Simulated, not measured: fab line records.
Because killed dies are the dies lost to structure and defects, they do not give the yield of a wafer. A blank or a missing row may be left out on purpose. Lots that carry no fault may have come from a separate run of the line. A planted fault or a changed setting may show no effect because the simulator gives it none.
Which tool is to blame? | flow sky130 | Sampling: 12 lots, 36 wafers, 5 of 708 route steps

WHAT THE GAUGES SHOWED, per wafer
SKY_LI_CONTACT_THK_MEAS_01.
lot  | measured     | on            | LI_CONTACT_HDPCVD_THK (nm)
L842 | day 28 00:36 | film metro-04 | 922 925 940
L843 | day 28 06:46 | film metro-04 | 950 929 938
L846 | day 29 16:47 | film metro-03 | 940 931 932
L849 | day 30 16:02 | film metro-03 | 926 936 947
L850 | day 31 01:55 | film metro-02 | 945 929 948
L851 | day 31 05:02 | film metro-04 | 925 934 929
L853 | day 31 17:44 | film metro-03 | 908 913 924
L854 | day 32 02:24 | film metro-03 | 937 1205 920
L856 | day 32 16:12 | film metro-02 | 1174 922 916
L859 | day 33 16:46 | film metro-04 | 943 928 945
L864 | day 35 00:12 | film metro-03 | 953 940 951
L865 | day 35 05:59 | film metro-03 | 940 915 953

SKY_LI_CONTACT_OVL_MEAS_13.
lot  | measured     | on         | LI_CONTACT_OVL (nm)
L842 | day 29 06:02 | overlay-02 | -1 3 1
L843 | day 29 12:07 | overlay-02 | 7 2 -1
L846 | day 30 22:00 | overlay-02 | 9 9 1
L849 | day 31 19:59 | overlay-01 | 0 2 -5
L850 | day 32 06:43 | overlay-01 | 8 3 4
L851 | day 32 08:38 | overlay-01 | 4 -5 2
L853 | day 32 21:59 | overlay-02 | -10 0 1
L854 | day 33 05:41 | overlay-01 | -15 -11 -1
L856 | day 33 19:43 | overlay-01 | -1 1 0
L859 | day 34 19:28 | overlay-01 | -3 -5 0
L864 | day 36 02:23 | overlay-01 | -6 3 -9
L865 | day 36 08:42 | overlay-01 | -4 3 3

WHAT TOOL EACH LOT RAN ON (gives the tool, then ch and the chambers of the sampled wafers, and finally the start)
lot  | SKY_RES_XHIGH_STRIP_08               | SKY_LI_CONTACT_HDPCVD_00         | SKY_LI_CONTACT_CMP_02
L842 | plasma asher-02 ch 0,1, day 26 17:31 | hdpcvd-02 ch 0,1,2, day 28 00:29 | cmp-01 ch 0,1, day 28 00:42
L843 | plasma asher-02 ch 0,1, day 27 00:21 | hdpcvd-02 ch 0,1,2, day 28 06:41 | cmp-02 ch 0,1, day 28 06:51
L846 | plasma asher-02 ch 0,1, day 28 10:52 | hdpcvd-01 ch 0,2, day 29 16:41   | cmp-01 ch 2,3, day 29 16:50
L849 | plasma asher-02 ch 0,1, day 29 10:37 | hdpcvd-02 ch 0,1,2, day 30 15:56 | cmp-02 ch 0,2,3, day 30 16:06
L850 | plasma asher-03 ch 0,1, day 29 20:55 | hdpcvd-01 ch 0,1, day 31 01:47   | cmp-02 ch 2,3, day 31 01:57
L851 | plasma asher-03 ch 1, day 30 00:40   | hdpcvd-01 ch 0,1, day 31 04:56   | cmp-02 ch 0,2,3, day 31 05:11
L853 | plasma asher-03 ch 0,1, day 30 12:46 | hdpcvd-01 ch 1,2, day 31 17:38   | cmp-02 ch 1,3, day 31 17:51
L854 | plasma asher-04 ch 0,1, day 30 21:05 | hdpcvd-01 ch 0,1,2, day 32 02:17 | cmp-01 ch 0,2,3, day 32 02:34
L856 | plasma asher-04 ch 0,1, day 31 11:46 | hdpcvd-01 ch 0,1,2, day 32 16:05 | cmp-02 ch 0,3, day 32 16:18
L859 | plasma asher-04 ch 0,1, day 32 12:45 | hdpcvd-02 ch 0,1,2, day 33 16:41 | cmp-02 ch 0,1,3, day 33 16:57
L864 | plasma asher-03 ch 0,1, day 33 20:49 | hdpcvd-02 ch 1,2, day 35 00:05   | cmp-01 ch 1,2, day 35 00:18
L865 | plasma asher-02 ch 0, day 34 03:10   | hdpcvd-02 ch 0,2, day 35 05:53   | cmp-01 ch 0,1,2, day 35 06:07
- SKY_RES_XHIGH_STRIP_08: strips in O2/N2.
- SKY_LI_CONTACT_HDPCVD_00: deposits PSG, target thk 930 nm, time 155 s.
- SKY_LI_CONTACT_CMP_02: polishes PSG.

WHAT THE TOOLS THEMSELVES READ (means of the sampled wafers that have a number; where no wafer has one, the mark that the record gives instead)
SKY_RES_XHIGH_STRIP_08.
lot  | tool            | drypump motor current A (A) | oes product au (a.u.) | strip time to endpoint s (s)
L842 | plasma asher-02 | 5.5                         | 0.713                 | 14.31
L843 | plasma asher-02 | 5.4                         | 0.708                 | 14.24
L846 | plasma asher-02 | 5.4                         | 0.711                 | 14.29
L849 | plasma asher-02 | 5.4                         | 0.711                 | 14.26
L850 | plasma asher-03 | 6.1                         | 0.716                 | 14.29
L851 | plasma asher-03 | 5.3                         | 0.718                 | 14.29
L853 | plasma asher-03 | 6.1                         | 0.708                 | 14.38
L854 | plasma asher-04 | 5.3                         | 0.713                 | 14.27
L856 | plasma asher-04 | 5.3                         | 0.713                 | 14.21
L859 | plasma asher-04 | 5.3                         | 0.712                 | 14.23
L864 | plasma asher-03 | 5.8                         | 0.712                 | 14.30
L865 | plasma asher-02 | 5.5                         | 0.712                 | 14.26

SKY_LI_CONTACT_HDPCVD_00.
lot  | tool      | run length s (s)
L842 | hdpcvd-02 | 182.8
L843 | hdpcvd-02 | 183.0
L846 | hdpcvd-01 | 183.1
L849 | hdpcvd-02 | 182.9
L850 | hdpcvd-01 | 183.4
L851 | hdpcvd-01 | 183.6
L853 | hdpcvd-01 | 183.5
L854 | hdpcvd-01 | 197.6
L856 | hdpcvd-01 | 197.7
L859 | hdpcvd-02 | 182.7
L864 | hdpcvd-02 | 183.4
L865 | hdpcvd-02 | 182.7

SKY_LI_CONTACT_CMP_02.
lot  | tool   | motor current A (A) | time to endpoint s (s)
L842 | cmp-01 | 11.8                | 32
L843 | cmp-02 | 11.8                | 36
L846 | cmp-01 | 11.7                | 35
L849 | cmp-02 | 11.3                | 34
L850 | cmp-02 | 11.8                | 36
L851 | cmp-02 | 11.6                | 33
L853 | cmp-02 | 11.8                | 36
L854 | cmp-01 | 11.8                | 44
L856 | cmp-02 | 11.2                | 40
L859 | cmp-02 | 11.6                | 35
L864 | cmp-01 | 10.8                | 38
L865 | cmp-01 | 11.5                | 35

THE ANSWER, worked out from the rows above alone
Rule: what is usual is taken from the lots themselves. The widest of any qualifying gaps counts: lots, ordered by their means at a reading, are off when they make up no more than a third of the lots, leave a main group of 4 or more, and stand apart from it by 3 or more times the standard deviation of that group's means. A main group is skipped when, at the precision printed for the reading in the tables above, its means are all equal. A lot without any number at a reading at which 4 lots or more have one is off too. Where the step has rows for the other lots, those lots are counted as sound. Order of review: gauges by route order, followed by the tools' own readings, for which a lot's mean as printed above is used. The first step at which some lot is off is used, and at that step the reading that is off furthest; a lot without a number counts as furthest.
Off: L854, L856, at SKY_LI_CONTACT_THK_MEAS_01 (LI_CONTACT_HDPCVD_THK). Mean 935 nm and standard deviation 8.4 in the main group.
A tool fits if, at a process step before that reading, it ran every lot that is off, and no sound lot after the first of them. The gauges at SKY_LI_CONTACT_THK_MEAS_01 aren't tried: what is off there is off at SKY_LI_CONTACT_HDPCVD_00 too, on other tools, and a gauge's error can't cause that. One fits: SKY_LI_CONTACT_HDPCVD_00 on hdpcvd-01. A fault onset in the window from L853 (day 31 17:38, its last sound lot) to L854 (day 32 02:17, its first lot off) fits.
The tool's own readings at SKY_LI_CONTACT_HDPCVD_00 bear it out: on the lots that are off they differ by more than 5 times the standard deviation of the sound lots' means. run length s reads 197.6 s there against 183.1 s on the sound lots.

WHAT WAS PUT IN BY THE SIMULATOR
hdpcvd-01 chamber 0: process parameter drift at SKY_LI_CONTACT_HDPCVD_00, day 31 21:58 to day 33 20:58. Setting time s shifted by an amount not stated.
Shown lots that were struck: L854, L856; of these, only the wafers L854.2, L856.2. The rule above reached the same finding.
